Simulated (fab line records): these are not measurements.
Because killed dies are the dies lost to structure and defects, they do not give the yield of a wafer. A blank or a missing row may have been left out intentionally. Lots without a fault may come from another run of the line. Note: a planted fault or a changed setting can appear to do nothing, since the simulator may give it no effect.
2 desks looking at one fault :: flow sfqLine :: only its own numbers are on each desk; what lay behind them is given at the end

## METROLOGY DESK
What the gauges read for every lot (on any tool): the sampled wafers with a number, averaged. If a lot's mean is further than 4 standard deviations from the usual mean, the lot is out of limits and carries the mark OUT (the distance appears in the brackets).
Columns: A = M7_NB_RS at SFQ_M7_RS_MEAS_943, usual 0.892 ohm/sq; B = I7_OVL at SFQ_I7_OVL_MEAS_947, usual -1 nm
lot: L396
first seen here: day 67 12:06
A: 0.900
B: -4

lot: L398
first seen here: day 69 06:29
A: 0.892
B: -4

lot: L400
first seen here: day 72 23:25
A: 0.908
B: -2

lot: L401
first seen here: day 73 00:37
A: 0.878
B: -1

lot: L403
first seen here: day 73 15:01
A: 0.883
B: -1

lot: L404
first seen here: day 74 16:22
A: 0.900
B: -11

lot: L405
first seen here: day 74 18:44
A: 0.877
B: -6

lot: L412
first seen here: day 76 17:40
A: 0.881
B: 5

lot: L413
first seen here: day 76 22:38
A: 0.893
B: 1

lot: L414
first seen here: day 77 00:52
A: 0.883
B: -7

lot: L415
first seen here: day 78 15:16
A: 0.891
B: -4

lot: L416
first seen here: day 78 20:04
A: 0.891
B: -4

lot: L417
first seen here: day 79 03:31
A: 0.890
B: -5

lot: L418
first seen here: day 79 06:02
A: 0.895
B: -7

lot: L419
first seen here: day 79 07:14
A: 0.896
B: 4
Finding of this desk: none of the 15 lots has anything out of limits.

## TOOL OWNER'S DESK, cmp-01
The tool's own readings at SFQ_TRILAYER_I4_CMP_CMP_100 (polishes SiO2): means of the sampled wafers that have a number, for each lot that ran on this tool. If a lot's mean is further than 4 standard deviations from the usual mean, the lot is out of limits and carries the mark OUT (the distance appears in the brackets).
Columns: A = edgeZonePressureFrac at SFQ_TRILAYER_I4_CMP_CMP_100, usual 0.999; B = motorCurrentA at SFQ_TRILAYER_I4_CMP_CMP_100, usual 9.5 A; C = timeToEndpointS at SFQ_TRILAYER_I4_CMP_CMP_100, usual 214 s
lot: L398
first seen here: day 49 07:28
A: 0.998
B: 9.1
C: 211

lot: L400
first seen here: day 51 05:19
A: 1.001
B: 8.9
C: 218

lot: L403
first seen here: day 52 06:51
A: 0.994
B: 9.4
C: 252 (+4.2) OUT

lot: L404
first seen here: day 52 18:24
A: 1.003
B: 9.0
C: 232

lot: L405
first seen here: day 52 21:24
A: 1.004
B: 10.3
C: 260 (+5.1) OUT

lot: L412
first seen here: day 55 16:55
A: 1.005
B: 10.5
C: 212

lot: L414
first seen here: day 57 17:55
A: 0.999
B: 10.1
C: 217

lot: L415
first seen here: day 58 14:12
A: 0.996
B: 9.4
C: 206

lot: L416
first seen here: day 58 20:12
A: 0.998
B: 9.8
C: 216

lot: L419
first seen here: day 59 08:12
A: 0.999
B: 9.2
C: 201
Finding of this desk: L403, L405 out of limits; the first was L403 at day 52 06:51, on timeToEndpointS at SFQ_TRILAYER_I4_CMP_CMP_100. Within limits: L398, L400, L404, L412, L414, L415, L416, L419.

## PUT TOGETHER
The tool owner's desk had the chance to raise an alarm at day 52 06:51 on L403, L405.
Metrology desk: nothing out of limits seen.
The metrology desk holds a record of L403, L405, inside its limits.
All the named lots went through SFQ_TRILAYER_I4_CMP_CMP_100 on cmp-01.

## WHAT HAD BEEN PUT IN BY THE SIMULATOR
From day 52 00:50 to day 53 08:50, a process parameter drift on cmp-01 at SFQ_TRILAYER_I4_CMP_CMP_100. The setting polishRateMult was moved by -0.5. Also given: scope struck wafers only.
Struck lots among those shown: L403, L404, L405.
Time in hours from fault onset to the first out-of-limits reading at each desk: the tool owner's desk, 6.
